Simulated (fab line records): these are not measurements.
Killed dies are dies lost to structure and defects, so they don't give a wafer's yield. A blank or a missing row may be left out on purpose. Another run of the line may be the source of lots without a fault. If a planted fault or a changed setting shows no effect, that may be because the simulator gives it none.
A struck lot beside a sound one    flow sky130    15 steps out of a route of 708
Sound: these wafers, L415.2, L415.3, L415.5. Struck: wafer L432.5 (left out: L432.4, L432.6 of the same lot, which were not struck); the cause appears at the end.
Order at every step that has rows: each side's tool, ch and its chambers, its first start. Under that, the readings that differ: sound wafers    struck wafers    difference of the means    sigmas: that difference in standard deviations of wafers without a fault.
alike: words and numbers the same on both sides, and readings whose means are apart by under 2 such deviations; not compared: readings that were withheld, readings missing a value for some wafer, numbers with overlapping values and no deviation given by the record, and bounds like >300 which may hide the same value.
Wherever a step has rows on one side only, a row that says differs or no value, or a row with sigmas, the two part there. When numbers do not overlap yet have no deviation, they are printed without sigmas and do not part them. A reading that every wafer of one side lacks parts them only if that side has two wafers or more.

first, 8 steps without rows for these wafers: SKY_METAL1_DEHYDRATE_07 (time 60 s); SKY_METAL1_HMDS_08 (prime time 60 s); SKY_METAL1_COAT_09 (resist thk 60 nm); SKY_METAL1_COAT_10 (resist thk 450 nm); SKY_METAL1_SOFTBAKE_11 (time 90 s); SKY_METAL1_EXPOSE_12 (exposes mask MM1, target cd 140 nm); SKY_METAL1_PEB_13; SKY_METAL1_DEVELOP_14 (develop time 60 s).
SKY_METAL1_CD_MEAS_15: target cd 140 nm.
  sound: cd sem-02 at day 33 02:37; struck: cd sem-02 at day 38 04:02
  alike: cd nm
SKY_METAL1_OVL_MEAS_16:
  sound: overlay-01 at day 33 02:43; struck: overlay-01 at day 38 04:07
  alike: METAL1_OVL
SKY_METAL1_DESCUM_17: chemistry O2, time 8 s.
  sound on rie metal-02 ch 0, day 33 02:44; struck on rie metal-04 ch 0, day 38 04:08
  alike: drypump motor current A, oes product au, rf fwd power W
  not compared: rf hours counter h
SKY_METAL1_ETCH_18: etches BARC in N2/H2, stops on SiO2, time 45.9 s, target depth 60 nm.
  sound on rie metal-02 ch 0, day 33 02:47; struck on rie metal-04 ch 0, day 38 04:11
  alike: bias w, drypump motor current A, oes product au, rf fwd power W, throttle valve pct
  not compared: rf hours counter h
SKY_METAL1_METAL_ETCH_19: etches the open film in Cl2/BCl3, stops on SiO2, target depth 360 nm, time 78 s.
  sound on rie metal-02 ch 0, day 33 02:50; struck on rie metal-04 ch 0, day 38 04:15
reading                                        sound              struck   difference  sigmas
oes product au (a.u.)                          0.851 0.842 0.844  0.792    -0.054      -10
over etch frac                                 0.3 0.3 0.3        0.47918  +0.17918    
model.KrF-thick_of_METAL1_COAT_10.thk nm (nm)  160.8 158 160.2    115.6    -44.1       
model.METAL1.cd nm (nm)                        139.1 140.1 139.1  134.7    -4.7        
  alike: bias w, drypump motor current A, mfc cl2 sccm, rf fwd power W, throttle valve pct
  not compared: rf hours counter h
SKY_METAL1_STRIP_20: strips in O2/N2.
  sound on plasma asher-03 ch 0, day 33 02:56; struck on plasma asher-02 ch 0, day 38 04:21
reading                       sound              struck  difference  sigmas
oes product au (a.u.)         0.350 0.347 0.341  0.320   -0.026      -5
strip time to endpoint s (s)  2.71 2.69 2.72     2.21    -0.50       -8
  alike: drypump motor current A
  not compared: rf hours counter h
then, 1 step without rows for these wafers: SKY_METAL1_STRIP_21 (strips in post etch residue remover, time 1200 s).

== WHERE THEY PART ==
At SKY_METAL1_METAL_ETCH_19 first; at SKY_METAL1_STRIP_20 last (within this record only).

WHY: the cause the simulator had injected
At SKY_METAL1_METAL_ETCH_19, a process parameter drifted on rie metal-04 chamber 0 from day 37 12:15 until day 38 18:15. Setting over etch frac shifted by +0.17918 from 0.3. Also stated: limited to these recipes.
